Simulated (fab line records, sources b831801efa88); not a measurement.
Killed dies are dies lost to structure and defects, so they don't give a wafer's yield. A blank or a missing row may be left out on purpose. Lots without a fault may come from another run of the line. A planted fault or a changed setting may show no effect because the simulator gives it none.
A struck lot beside a sound one | flow sky130 | 15 steps out of a route of 708
Sound: wafers L137.1, L137.2, L137.4. Struck: wafers L129.2, L129.3, L129.6. The cause comes at the end.
At each step with rows: each side's tool, then ch and its chambers, then its first start. Under that, the readings that differ: sound wafers | struck wafers | difference of the means | sigmas: that difference in standard deviations of wafers without a fault.
alike: readings whose means differ by less than 2 such deviations, and words and numbers that are the same on both sides. not compared: withheld readings, readings that some wafer has no value for, bounds like >300 that may hide the same value, and numbers for which the record gives no deviation and whose values overlap.
The two part at a step that has a row with sigmas, a row that says differs or no value, or rows on one side only. Numbers that don't overlap but have no deviation are shown without sigmas and don't part them. A reading that every wafer of one side lacks parts them only if that side has two wafers or more.

first, 4 steps without rows for these wafers: SKY_VIA2_SOFTBAKE_08 (time 90 s); SKY_VIA2_EXPOSE_09 (exposes mask VIM2, target cd 200 nm); SKY_VIA2_PEB_10; SKY_VIA2_DEVELOP_11 (develop time 60 s).
SKY_VIA2_CD_MEAS_12: target cd 200 nm.
  sound on cd_sem-01, day 41 13:24; struck on cd_sem-02, day 38 23:16
  alike: cd_nm
SKY_VIA2_OVL_MEAS_13:
  sound on overlay-02, day 41 13:31; struck on overlay-02, day 38 23:22
  alike: VIA2_OVL
SKY_VIA2_ETCH_14: etches BARC in N2/H2, stops on SiO2, time 45.9 s, target depth 60 nm.
  sound on rie_diel-01 ch 0,2,3, day 41 13:34; struck on rie_diel-02 ch 0,1,2, day 38 23:24
  alike: bias_w, chamber_pressure_mTorr, drypump_motor_current_A, oes_product_au, throttle_valve_pct
  not compared: rf_hours_counter_h
SKY_VIA2_ETCH_15: etches SiO2 in C4F8/O2/Ar, stops on TiN, target depth 546 nm, time 85.76 s.
  sound on rie_diel-01 ch 0,2,3, day 41 13:36; struck on rie_diel-02 ch 0,1,2, day 38 23:26
  alike: chamber_pressure_mTorr, oes_product_au
  not compared: rf_hours_counter_h
SKY_VIA2_STRIP_16: strips in O2/N2.
  sound on plasma_asher-02 ch 0,1, day 41 13:40; struck on plasma_asher-02 ch 0,1, day 38 23:31
  alike: chamber_pressure_mTorr, drypump_motor_current_A, oes_product_au, strip_time_to_endpoint_s
  not compared: rf_hours_counter_h
then, 3 steps without rows for these wafers: SKY_VIA2_STRIP_17 (strips in post etch residue remover, time 1200 s); SKY_VIA2_CLEAN_18 (cleans in IPA, time 180 s); SKY_VIA2_CLEAN_19 (cleans in O3/DIW).
SKY_VIA2_SPUTTER_20: material TiN, target thk 20 nm, time 80 s.
  sound on pvd_sputter-03, day 41 14:32; struck on pvd_sputter-03, day 39 00:06
  reading                | sound                | struck               | difference | sigmas
  cathode_dc_power_W (W) | 4000.7 4000.5 3999.1 | 4176.8 4177.2 4176.2 | +176.6     | +99 or more
  alike: throttle_valve_pct
  not compared: model.TiN_of_VIA2_SPUTTER_20.thk_nm
SKY_VIA2_CVD_21: deposits W, target thk 420 nm, time 126.4 s.
  sound on cvd_w-02 ch 0,1, day 41 14:36; struck on cvd_w-02 ch 0, day 39 00:10
  alike: heater_power_w
SKY_PAD_OPEN_PROBE_99:
  the record has rows for the sound wafers here (prober-01, day 49 20:58) and none for the struck ones

WHERE THEY PART
First at SKY_VIA2_SPUTTER_20; last, within this record, at SKY_PAD_OPEN_PROBE_99.

WHY: what the simulator had put in
Process parameter drift: pvd_sputter-03, from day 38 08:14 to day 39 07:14, at SKY_VIA2_SPUTTER_20. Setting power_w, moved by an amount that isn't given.
